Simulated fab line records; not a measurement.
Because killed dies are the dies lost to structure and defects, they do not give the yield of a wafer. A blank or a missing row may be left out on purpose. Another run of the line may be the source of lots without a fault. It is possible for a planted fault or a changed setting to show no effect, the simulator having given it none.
The tool behind it: which one? | flow sky130 | Sampling: 24 lots, 72 wafers, 3 of 708 route steps

## WHAT THE GAUGES SHOWED, per wafer
SKY_PWDE_OVL_MEAS_07.
lot  | measured    | on         | PWDE_OVL (nm)
L075 | day 4 05:17 | overlay-02 | -2.2 1.0 0.5
L074 | day 4 06:06 | overlay-02 | -0.6 -2.3 -0.9
L076 | day 4 10:45 | overlay-02 | 1.3 -1.6 0.6
L077 | day 4 11:33 | overlay-01 | 0.5 0.6 1.9
L078 | day 4 15:01 | overlay-02 | -0.7 -0.3 -2.3
L079 | day 4 22:53 | overlay-02 | -0.8 -0.7 -1.7
L080 | day 5 06:51 | overlay-02 | 0.6 1.8 0.5
L081 | day 5 13:51 | overlay-01 | 0.1 0.8 0.8
L082 | day 5 23:48 | overlay-02 | 3.2 -0.1 0.9
L083 | day 6 07:12 | overlay-01 | 2.0 1.7 1.1
L084 | day 6 07:59 | overlay-02 | 0.8 0.6 0.0
L085 | day 6 18:11 | overlay-02 | -1.1 -0.2 0.2
L086 | day 6 18:47 | overlay-02 | 1.6 0.6 0.8
L087 | day 7 03:51 | overlay-02 | -1.2 -1.0 -2.1
L089 | day 7 08:23 | overlay-02 | -0.8 0.0 -0.6
L088 | day 7 08:44 | overlay-01 | 1.8 1.3 2.2
L090 | day 7 15:59 | overlay-01 | 1.2 -0.1 1.0
L091 | day 7 21:38 | overlay-02 | 0.5 -0.6 0.5
L092 | day 8 04:18 | overlay-01 | 1.5 1.8 1.7
L093 | day 8 09:49 | overlay-01 | -0.4 2.1 0.9
L094 | day 8 14:47 | overlay-01 | -1.0 0.0 2.1
L095 | day 8 16:07 | overlay-02 | -1.7 -2.9 -3.9
L096 | day 8 21:50 | overlay-01 | -2.2 -0.1 -0.2
L097 | day 9 05:29 | overlay-01 | 0.7 0.7 0.7

SKY_VIA1_THK_MEAS_01.
lot  | measured     | on            | VIA1_HDPCVD_THK (nm)
L075 | day 33 11:23 | film_metro-01 | 1030 1023 1012
L074 | day 33 14:01 | film_metro-02 | 1026 1026 1033
L076 | day 33 19:26 | film_metro-02 | 1018 1015 1005
L077 | day 33 20:17 | film_metro-01 | 1013 1020 1014
L078 | day 34 02:15 | film_metro-02 | 1031 1022 1027
L079 | day 34 11:58 | film_metro-01 | 1027 1017 1010
L080 | day 35 00:56 | film_metro-03 | 1021 1023 1024
L081 | day 35 11:14 | film_metro-02 | 1037 1045 1052
L082 | day 35 21:41 | film_metro-02 | 1019 1027 1034
L083 | day 36 15:45 | film_metro-01 | 1030 1022 1024
L084 | day 36 09:29 | film_metro-03 | 1040 1028 1029
L085 | day 36 19:26 | film_metro-01 | 1024 1011 1010
L086 | day 37 01:41 | film_metro-01 | 1028 1037 1025
L087 | day 37 12:35 | film_metro-02 | 1028 1039 1027
L089 | day 37 18:39 | film_metro-01 | 1024 1035 1027
L088 | day 37 17:10 | film_metro-03 | 1028 1035 1031
L090 | day 38 05:05 | film_metro-02 | 1027 1040 1028
L091 | day 38 09:28 | film_metro-02 | 1033 1024 1025
L092 | day 38 14:14 | film_metro-01 | 1023 1031 1043
L093 | day 38 23:29 | film_metro-02 | 1026 1047 1011
L094 | day 39 01:54 | film_metro-01 | 1044 1052 1031
L095 | day 39 07:42 | film_metro-01 | 1025 1033 1040
L096 | day 39 19:43 | film_metro-01 | 1024 1021 1020
L097 | day 39 23:53 | film_metro-03 | 1036 1025 1042

## WHICH TOOL RAN EACH LOT (tool, then ch and the chambers of the sampled wafers, then the start)
lot  | SKY_CONTACT_ETCH_18
L075 | rie_diel-04 ch 0,1,2, day 33 11:23 or earlier
L074 | rie_diel-04 ch 1,3, day 33 14:01 or earlier
L076 | rie_diel-04 ch 0,1,3, day 33 19:26 or earlier
L077 | rie_diel-01 ch 0,1,3, day 33 20:17 or earlier
L078 | rie_diel-01 ch 0,1, day 34 02:15 or earlier
L079 | rie_diel-04 ch 0,1,3, day 34 11:58 or earlier
L080 | rie_diel-04 ch 0,2,3, day 35 00:56 or earlier
L081 | rie_diel-04 ch 2,3, day 35 11:14 or earlier
L082 | rie_diel-01 ch 0,1,2, day 35 21:41 or earlier
L083 | rie_diel-01 ch 1,2, day 36 15:45 or earlier
L084 | rie_diel-04 ch 0,1,2, day 36 09:29 or earlier
L085 | rie_diel-01 ch 1,2,3, day 36 19:26 or earlier
L086 | rie_diel-03 ch 0,1, day 37 01:41 or earlier
L087 | rie_diel-03 ch 2,3, day 37 12:35 or earlier
L089 | rie_diel-01 ch 0,2,3, day 37 18:39 or earlier
L088 | rie_diel-04 ch 0,2,3, day 37 17:10 or earlier
L090 | rie_diel-01 ch 1,3, day 38 05:05 or earlier
L091 | rie_diel-04 ch 0,1,3, day 38 09:28 or earlier
L092 | rie_diel-04 ch 1,2, day 38 14:14 or earlier
L093 | rie_diel-01 ch 0,1, day 38 23:29 or earlier
L094 | rie_diel-03 ch 1,2,3, day 39 01:54 or earlier
L095 | rie_diel-01 ch 0,1,3, day 39 07:42 or earlier
L096 | rie_diel-01 ch 0,3, day 39 19:43 or earlier
L097 | rie_diel-03 ch 1,2,3, day 39 23:53 or earlier
- SKY_CONTACT_ETCH_18: etches Si3N4 in CHF3/O2, stops on TiN, time 39 s, target depth 75 nm.

## WHAT THE TOOLS THEMSELVES READ (means of the sampled wafers that have a number; where no wafer has one, the mark that the record gives instead)
SKY_CONTACT_ETCH_18.
lot  | tool        | drypump_motor_current_A (A) | oes_product_au (a.u.) | throttle_valve_pct (%)
L075 | rie_diel-04 | 5.5                         | 0.858                 | 8.795
L074 | rie_diel-04 | 5.9                         | 0.860                 | 8.797
L076 | rie_diel-04 | 5.9                         | 0.857                 | 8.802
L077 | rie_diel-01 | 6.1                         | 0.849                 | 8.785
L078 | rie_diel-01 | 6.0                         | 0.855                 | 8.778
L079 | rie_diel-04 | 5.9                         | 0.845                 | 8.786
L080 | rie_diel-04 | 5.9                         | 0.852                 | 8.801
L081 | rie_diel-04 | 6.3                         | 0.858                 | 8.791
L082 | rie_diel-01 | 5.6                         | 0.867                 | 8.788
L083 | rie_diel-01 | 5.3                         | 0.861                 | 8.788
L084 | rie_diel-04 | 5.5                         | 0.857                 | 8.795
L085 | rie_diel-01 | 5.8                         | 0.857                 | 8.796
L086 | rie_diel-03 | 5.8                         | 0.856                 | 8.785
L087 | rie_diel-03 | 5.1                         | 0.867                 | 8.794
L089 | rie_diel-01 | 5.5                         | 0.856                 | 8.787
L088 | rie_diel-04 | 5.9                         | 0.854                 | 8.794
L090 | rie_diel-01 | 6.3                         | 0.846                 | 8.787
L091 | rie_diel-04 | 5.9                         | 0.858                 | 8.793
L092 | rie_diel-04 | 5.5                         | 0.854                 | 8.804
L093 | rie_diel-01 | 6.2                         | 0.859                 | 8.791
L094 | rie_diel-03 | 5.3                         | 0.849                 | 8.792
L095 | rie_diel-01 | 6.1                         | 0.852                 | 8.804
L096 | rie_diel-01 | 5.9                         | 0.858                 | 8.800
L097 | rie_diel-03 | 5.3                         | 0.853                 | 8.789

## THE ANSWER, worked out from the rows above alone
Rule: the usual values come from the lots themselves. Put in order of their means at a reading, lots are off if they are a third of the lots or fewer, leave a main group of 4 or more, and stand apart from it by a gap of 3 or more times the standard deviation of the main group's means; of several such gaps the widest counts. The tables above print the reading to a certain number of digits; a main group whose means all agree to those digits is not used. A lot without any number at a reading at which 4 lots or more have one is off too. The other lots that the step has rows for count as sound. First the gauges in route order, then the tools' own readings, where a lot's mean is used as printed above. The first step at which some lot is off is used, and at that step the reading that is off furthest; a lot without a number counts as furthest.
No lot is off at any reading shown: from this, nothing can be told.

## WHAT HAD BEEN PUT IN BY THE SIMULATOR
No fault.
